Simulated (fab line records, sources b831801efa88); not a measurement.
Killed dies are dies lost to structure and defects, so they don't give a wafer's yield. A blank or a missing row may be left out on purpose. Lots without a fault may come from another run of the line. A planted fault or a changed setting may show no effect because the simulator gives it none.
fab line records | flow sky130
record lots=12 wafers=36 last_day=50
route steps=708 shown METAL1@434 METAL4@633 VIA4@659 METAL5@662 PAD_OPEN@708
lots that met no fault: from a run of the same line without faults
start_h: hours from the record's first day to the start of the lot's first wafer shown | wait_h: hours since the lot's step before | " the same as in the row above | L1.1+2: a row that stands for several wafers | - no value, or no start given | * or withheld: withheld | < > ~ a bound
route shown NAME@n: a module of which the file shows steps, and the number in the route of the first | usual: mean/standard deviation of fault-free wafers | same: alike in all rows | chamber/n: place in a boat | sites: the reading at each site | _std_site: their standard deviation | _edge_site: outer sites' mean less inner sites' | radius_mm: how far each site lies from the wafer's centre | mask NAME#n: copy n | behind: the tool/chamber that last shaped the wafer | hold: why the lot was held/for how many hours/how that ended | device: the transistor (n, p or np) that didn't switch | end of line: the same wafers' tests at the end of the route | a step without rows: its recipe alone | killed: dies lost to structure and defects at the first sort, not the wafer's yield | map: a wafer's dies, x killed, . not, _ none there
set.NAME: the setting as run; set.NAME@STEP: as run at that earlier step | model.NAME: the simulator's own value behind a step, which no gauge read
steps of the route over a sample of lots; a table a step, a row a wafer
services: from which hour (start_h, from the record's first day; less than 0 if before it) a tool's chamber was out of use, for how many hours, and why
## steps
# step SKY_METAL1_SPUTTER_00
# recipe material=Ti target_thk_nm=15 power_w=3000 time_s=10 chamber_pressure_pa=0.4
# usual throttle_valve_pct=29.8/1.2
# columns lot.wafer tool chamber start_h wait_h throttle_valve_pct
L138.1 pvd_sputter-03 - 742.34 0.1 27.4
L138.2 " - " " 29.2
L138.4 " - " " 31.5
L139.1 pvd_sputter-03 - 746.95 0.2 29.1
L139.3 " - " " 31.5
L139.6 " - " " 29.2
L140.1 pvd_sputter-03 - 756.57 0.1 31.6
L140.5 " - " " 31.0
L140.6 " - " " 29.3
L142.3 pvd_sputter-03 - 766.56 0.1 29.3
L142.4 " - " " 27.0
L142.6 " - " " 30.9
L143.1 pvd_sputter-01 - 779.94 0.1 29.9
L143.3 " - " " 29.3
L143.4 " - " " 30.7
L151.3 pvd_sputter-02 - 840.42 0.2 29.1
L151.4 " - " " 30.4
L151.5 " - " " 28.6
L152.1 pvd_sputter-03 - 857.57 0.2 27.1
L152.3 " - " " 31.6
L152.5 " - " " 31.7
L154.3 pvd_sputter-03 - 871.98 0.1 29.0
L154.5 " - " " 31.4
L154.6 " - " " 29.1
L156.2 pvd_sputter-02 - 879.09 0.2 29.1
L156.5 " - " " 29.2
L156.6 " - " " 30.7
L157.1 pvd_sputter-02 - 884.12 0.1 28.6
L157.4 " - " " 30.5
L157.6 " - " " 28.5
L158.2 pvd_sputter-03 - 894.07 0.1 29.4
L158.3 " - " " 27.3
L158.6 " - " " 27.1
L159.2 pvd_sputter-03 - 900.46 0.1 31.3
L159.3 " - " " 29.2
L159.6 " - " " 31.6
# step SKY_METAL4_ETCH_17
# recipe target=SiO2 stop_on=TiN chemistry=C4F8/O2/Ar source_w=1500 bias_w=1200 pressure_mtorr=40 c4f8_flow_sccm=withheld O2_flow_sccm=6 Ar_flow_sccm=300 time_s=3.9 target_depth_a=150
# usual oes_product_au=0.753/0.0078
# columns lot.wafer tool chamber start_h wait_h oes_product_au rf_hours_counter_h
L138.1 rie_diel-01 2 986.21 0.1 0.744 13
L138.2 " 3 " " 0.762 12
L138.4 " 1 " " 0.756 7
L139.1 rie_diel-02 3 987.87 0.1 0.750 18
L139.3 " 2 " " 0.757 16
L139.6 " 3 " " 0.754 -
L140.1 rie_diel-02 2 995.08 0.1 0.740 16
L140.5 " 3 " " 0.762 -
L140.6 " 0 " " 0.756 -
L142.3 rie_diel-03 1 1010.62 0.0 0.744 8
L142.4 " 2 " " 0.754 14
L142.6 " 1 " " 0.749 -
L143.1 rie_diel-03 1 1017.31 0.1 0.745 8
L143.3 " 0 " " 0.742 26
L143.4 " 3 " " 0.745 22
L151.3 rie_diel-01 2 1067.46 0.0 0.753 16
L151.4 " 1 " " 0.742 10
L151.5 " 0 " " 0.738 -
L152.1 rie_diel-02 0 1083.41 0.1 0.754 19
L152.3 " 2 " " 0.760 19
L152.5 " 2 " " 0.753 -
L154.3 rie_diel-02 2 1091.27 0.0 0.743 19
L154.5 " 3 " " 0.764 -
L154.6 " 2 " " 0.760 -
L156.2 rie_diel-03 3 1102.28 0.1 0.753 25
L156.5 " 1 " " 0.750 -
L156.6 " 2 " " 0.759 -
L157.1 rie_diel-02 0 1102.55 0.1 0.750 20
L157.4 " 3 " " 0.767 22
L157.6 " 2 " " 0.755 -
L158.2 rie_diel-01 3 1111.26 0.1 0.739 16
L158.3 " 1 " " 0.761 11
L158.6 " 3 " " 0.768 -
L159.2 rie_diel-03 3 1113.41 0.1 0.753 26
L159.3 " 0 " " 0.764 29
L159.6 " 2 " " 0.764 -
# step SKY_VIA4_THK_MEAS_20
# recipe thk_meas_gauge=xrf reads=W_of_VIA4_CVD_18
# usual VIA4_W_THK=507/9.9
# columns lot.wafer tool chamber start_h wait_h VIA4_W_THK[nm]
L138.1 film_metro-01 - 1012.02 0.1 504
L138.2 " - " " 509
L138.4 " - " " 501
L139.1 film_metro-04 - 1012.89 0.1 510
L139.3 " - " " 516
L139.6 " - " " 512
L140.1 film_metro-04 - 1020.80 0.1 510
L140.5 " - " " 522
L140.6 " - " " 503
L142.3 film_metro-01 - 1035.53 0.1 498
L142.4 " - " " 490
L142.6 " - " " 490
L143.1 film_metro-02 - 1042.43 0.1 504
L143.3 " - " " 497
L143.4 " - " " 514
L151.3 film_metro-01 - 1090.78 0.1 487
L151.4 " - " " 493
L151.5 " - " " 496
L152.1 film_metro-04 - 1105.73 0.1 495
L152.3 " - " " 493
L152.5 " - " " 498
L154.3 film_metro-02 - 1114.33 0.1 509
L154.5 " - " " 517
L154.6 " - " " 500
L157.1 film_metro-02 - 1123.62 0.1 522
L157.4 " - " " 527
L157.6 " - " " 518
L156.2 film_metro-01 - 1123.82 0.1 511
L156.5 " - " " 511
L156.6 " - " " 496
L158.2 film_metro-04 - 1134.94 0.1 493
L158.3 " - " " 508
L158.6 " - " " 492
L159.2 film_metro-04 - 1137.02 0.1 501
L159.3 " - " " 499
L159.6 " - " " 501
# step SKY_METAL5_SPUTTER_01
# recipe material=TiN target_thk_nm=20 power_w=6500 time_s=16.7 chamber_pressure_pa=0.4
# usual throttle_valve_pct=30.2/1.4
# columns lot.wafer tool chamber start_h wait_h throttle_valve_pct
L138.1 pvd_sputter-03 - 1012.57 0.0 30.9
L138.2 " - " " 31.4
L138.4 " - " " 27.2
L139.1 pvd_sputter-04 - 1013.39 0.0 30.6
L139.3 " - " " 32.1
L139.6 " - " " 29.8
L140.1 pvd_sputter-04 - 1021.19 0.0 32.2
L140.5 " - " " 30.6
L140.6 " - " " 31.8
L142.3 pvd_sputter-01 - 1035.89 0.0 30.1
L142.4 " - " " 30.4
L142.6 " - " " 29.2
L143.1 pvd_sputter-04 - 1042.81 0.0 30.5
L143.3 " - " " 32.2
L143.4 " - " " 30.0
L151.3 pvd_sputter-03 - 1091.15 0.0 30.9
L151.4 " - " " 29.1
L151.5 " - " " 27.1
L152.1 pvd_sputter-01 - 1106.11 0.0 29.9
L152.3 " - " " 29.1
L152.5 " - " " 29.1
L154.3 pvd_sputter-03 - 1114.79 0.0 30.9
L154.5 " - " " 31.4
L154.6 " - " " 29.2
L157.1 pvd_sputter-03 - 1124.00 0.0 29.1
L157.4 " - " " 30.9
L157.6 " - " " 31.2
L156.2 pvd_sputter-04 - 1124.19 0.0 30.1
L156.5 " - " " 29.9
L156.6 " - " " 30.5
L158.2 pvd_sputter-03 - 1135.31 0.0 29.2
L158.3 " - " " 31.6
L158.6 " - " " 31.7
L159.2 pvd_sputter-03 - 1137.50 0.0 31.6
L159.3 " - " " 30.7
L159.6 " - " " 31.5
# step SKY_PAD_OPEN_PROBE_99
# usual defect_limited_yield=82.1/2 killed_at_M0_to_M3=44/7.8 killed_at_M4_up=3.1/1.7 killed_at_contacts=25/5.1 killed_at_front_end=15/4.4 killed_at_other=0.5/0.68 killed_dies=88/9.9 killed_on_rim=17/3.9 killed_open=48/6.9 killed_short=39/6.5 sort_bin_3_pad_short=0.8/0.42 sort_bin_5_function=10.6/1.5 sort_bin_6_memory=6.5/1.2 sort_n_pass=404/9.9 sort_yield_pct=82.1/2
# same gross_dies=492 killed_at_back_side=0 sort_bin_4_leakage[%]=0 sort_bin_8_speed[%]=0
# columns lot.wafer tool chamber start_h wait_h defect_limited_yield[%] killed_at_M0_to_M3 killed_at_M4_up killed_at_contacts killed_at_front_end killed_at_other killed_dies killed_on_rim killed_open killed_short sort_bin_3_pad_short[%] sort_bin_5_function[%] sort_bin_6_memory[%] sort_n_pass sort_yield_pct[%]
L140.1 prober-01 - 1090.08 0.1 83.9 38 2 25 13 1 79 10 46 33 0.8 8.3 6.9 413 83.9
L140.5 prober-01 - 1090.28 0.2 79.1 59 2 24 18 0 103 15 55 48 1.2 13.4 6.3 389 79.1
L140.6 prober-01 - 1090.33 0.2 79.3 65 2 21 14 0 102 23 43 34 2.6 12.4 5.7 390 79.3
L142.3 prober-01 - 1102.13 0.2 75.0 72 8 25 18 0 123 28 53 49 2.2 16.7 6.1 369 75.0
L142.4 prober-01 - 1102.18 0.2 82.7 40 1 24 20 0 85 19 36 49 1.0 10.4 5.9 407 82.7
L142.6 prober-01 - 1102.28 0.2 82.3 38 4 27 17 1 87 15 51 36 1.0 11.0 5.7 405 82.3
L151.3 prober-02 - 1151.66 0.2 84.1 47 2 15 14 0 78 16 46 31 0.2 11.0 4.7 414 84.1
L151.4 prober-02 - 1151.71 0.2 79.3 47 4 30 21 0 102 19 53 48 1.4 11.8 7.5 390 79.3
L151.5 prober-02 - 1151.76 0.2 83.7 40 4 22 14 0 80 17 44 36 1.2 8.9 6.1 412 83.7
L152.1 prober-01 - 1163.81 0.1 80.1 55 2 21 18 2 98 19 49 48 0.8 10.2 8.9 394 80.1
L152.3 prober-01 - 1163.91 0.2 81.1 41 4 30 18 0 93 24 50 43 0.2 11.0 7.7 399 81.1
L152.5 prober-01 - 1164.01 0.2 79.1 47 5 30 21 0 103 14 54 49 0.4 12.0 8.5 389 79.1
L154.3 prober-01 - 1174.67 0.2 82.9 38 2 21 22 1 84 16 44 36 0.4 9.6 7.1 408 82.9
L154.5 prober-01 - 1174.77 0.2 82.1 42 3 28 15 0 88 19 50 38 1.0 11.0 5.9 404 82.1
L154.6 prober-01 - 1174.82 0.2 82.5 48 3 22 11 2 86 16 44 42 0.2 10.8 6.5 406 82.5
# killed by level:class
L140.1 VIA1:geometric_particle:open=11 LI_CONTACT:geometric_particle:open=8 FIELD_ISO:geometric_particle:short=7 CONTACT:geometric_particle:open=7 VIA3:geometric_particle:open=6 VIA2:geometric_particle:open=5 METAL1:geometric_particle:short=5 LI_CONTACT:geometric_particle:short=4
L140.5 VIA1:geometric_particle:open=13 VIA3:geometric_particle:open=12 CONTACT:geometric_particle:open=11 METAL2:geometric_particle:short=9 VIA2:geometric_particle:short=7 POLY_GATE:geometric_particle:short=5 LI_CONTACT:geometric_particle:open=5 METAL1:geometric_particle:short=5
L140.6 METAL1:unspecified=24 CONTACT:geometric_particle:open=10 VIA1:geometric_particle:open=9 VIA2:geometric_particle:open=7 METAL2:geometric_particle:short=6 LI_CONTACT:geometric_particle:open=6 VIA3:geometric_particle:short=5 POLY_GATE:geometric_particle:short=4
L142.3 METAL1:unspecified=21 CONTACT:geometric_particle:open=13 VIA2:geometric_particle:open=10 VIA1:geometric_particle:open=8 METAL1:geometric_particle:short=6 LI_CONTACT:geometric_particle:open=6 METAL4:geometric_particle:short=6 FIELD_ISO:geometric_particle:open=5
L142.4 METAL1:geometric_particle:short=8 METAL2:geometric_particle:short=8 FIELD_ISO:geometric_particle:short=7 CONTACT:geometric_particle:open=6 FIELD_ISO:geometric_particle:open=5 LI_CONTACT:geometric_particle:open=5 CONTACT:geometric_particle:short=5 VIA2:geometric_particle:open=5
L142.6 CONTACT:geometric_particle:open=11 VIA1:geometric_particle:open=9 LI_CONTACT:geometric_particle:open=7 VIA1:geometric_particle:short=6 VIA2:geometric_particle:open=6 POLY_GATE:geometric_particle:open=5 CONTACT:geometric_particle:short=5 VIA3:geometric_particle:open=5
L151.3 VIA1:geometric_particle:open=12 CONTACT:geometric_particle:open=6 VIA2:geometric_particle:open=6 VIA3:geometric_particle:open=5 FIELD_ISO:geometric_particle:open=4 CONTACT:geometric_particle:short=4 METAL1:geometric_particle:short=4 VIA1:geometric_particle:short=4
L151.4 CONTACT:geometric_particle:open=14 METAL1:geometric_particle:short=11 VIA1:geometric_particle:short=8 VIA3:geometric_particle:open=8 VIA2:geometric_particle:open=7 VIA1:geometric_particle:open=7 CONTACT:geometric_particle:short=6 FIELD_ISO:geometric_particle:short=5
L151.5 VIA3:geometric_particle:open=11 CONTACT:geometric_particle:open=9 VIA1:geometric_particle:open=8 FIELD_ISO:geometric_particle:open=5 LOCAL_INTERCONNECT:geometric_particle:short=5 FIELD_ISO:geometric_particle:short=4 METAL1:geometric_particle:short=4 VIA1:geometric_particle:short=4
L152.1 VIA1:geometric_particle:open=10 CONTACT:geometric_particle:short=7 CONTACT:geometric_particle:open=7 VIA1:geometric_particle:short=7 VIA3:geometric_particle:open=7 POLY_GATE:geometric_particle:open=5 METAL2:geometric_particle:short=5 VIA3:geometric_particle:short=5
L152.3 CONTACT:geometric_particle:open=12 VIA1:geometric_particle:open=9 VIA2:geometric_particle:open=8 POLY_GATE:geometric_particle:short=7 LI_CONTACT:geometric_particle:short=6 VIA1:geometric_particle:short=6 LI_CONTACT:geometric_particle:open=5 VIA3:geometric_particle:open=5
L152.5 CONTACT:geometric_particle:open=11 VIA1:geometric_particle:open=11 LI_CONTACT:geometric_particle:open=9 METAL2:geometric_particle:short=8 VIA1:geometric_particle:short=6 FIELD_ISO:geometric_particle:short=5 CONTACT:geometric_particle:short=5 VIA2:geometric_particle:open=5
L154.3 VIA1:geometric_particle:open=10 METAL1:geometric_particle:short=9 LI_CONTACT:geometric_particle:open=7 CONTACT:geometric_particle:open=7 VIA2:geometric_particle:open=7 POLY_GATE:geometric_particle:short=4 POLY_GATE:area_etch=4 FIELD_ISO:geometric_particle:short=3
L154.5 VIA1:geometric_particle:open=10 CONTACT:geometric_particle:open=10 LI_CONTACT:geometric_particle:open=7 FIELD_ISO:geometric_particle:open=5 VIA1:geometric_particle:short=5 VIA2:geometric_particle:short=5 VIA2:geometric_particle:open=5 CONTACT:geometric_particle:short=4
L154.6 VIA1:geometric_particle:open=11 VIA3:geometric_particle:open=9 CONTACT:geometric_particle:open=8 METAL1:geometric_particle:short=6 POLY_GATE:geometric_particle:open=5 LOCAL_INTERCONNECT:geometric_particle:short=5 METAL3:geometric_particle:short=5 LI_CONTACT:geometric_particle:short=4
## services
# columns tool chamber start_h hours kind
pvd_sputter-03 - 731.19 6.5 repair
rie_diel-02 2 734.78 2.3 repair
rie_diel-01 3 737.85 19.6 repair
pvd_sputter-01 - 738.92 1.5 repair
rie_diel-01 1 743.27 9.7 repair
rie_diel-01 2 763.40 16.6 repair
rie_diel-01 - 768.84 28.1 pm
pvd_sputter-02 - 787.29 1.6 repair
rie_diel-01 - 796.94 2.8 pm
pvd_sputter-03 - 804.69 3.0 repair
rie_diel-03 0 813.37 3.4 repair
pvd_sputter-01 - 814.77 6.9 repair
rie_diel-02 3 819.34 12.7 repair
pvd_sputter-03 - 821.93 4.1 repair
rie_diel-03 2 830.24 2.5 repair
rie_diel-02 1 862.07 7.3 repair
rie_diel-02 0 902.39 2.3 repair
rie_diel-03 0 905.62 5.3 repair
rie_diel-02 3 934.95 1.3 repair
pvd_sputter-03 - 986.14 23.3 repair
pvd_sputter-04 - 1000.32 8.0 repair
rie_diel-02 1 1001.89 4.4 repair
rie_diel-03 - 1065.28 2.8 pm
rie_diel-02 0 1131.70 22.4 repair
## key
first_sign step=SKY_PAD_OPEN_PROBE_99 reading=sort_bin_3_pad_short direction=up sigmas=3.8 usual=0.8 struck=2.4
effect step=SKY_PAD_OPEN_PROBE_99 reading=killed_at_M0_to_M3 direction=up sigmas=3.1 usual=44 struck=68
met_at SKY_METAL1_SPUTTER_00
struck_lots L140,L142
struck_wafers L140.6,L142.3
not_acting_at SKY_METAL4_ETCH_17,SKY_VIA4_THK_MEAS_20,SKY_METAL5_SPUTTER_01
onset_between 746.95 756.57
fault kind=chamber_particle_source tool=pvd_sputter-03 chamber=- onset_h=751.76 steps=SKY_METAL1_SPUTTER_00 rate_per_visit_cm2=1.3362 end_h=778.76 scope=struck_wafers_only
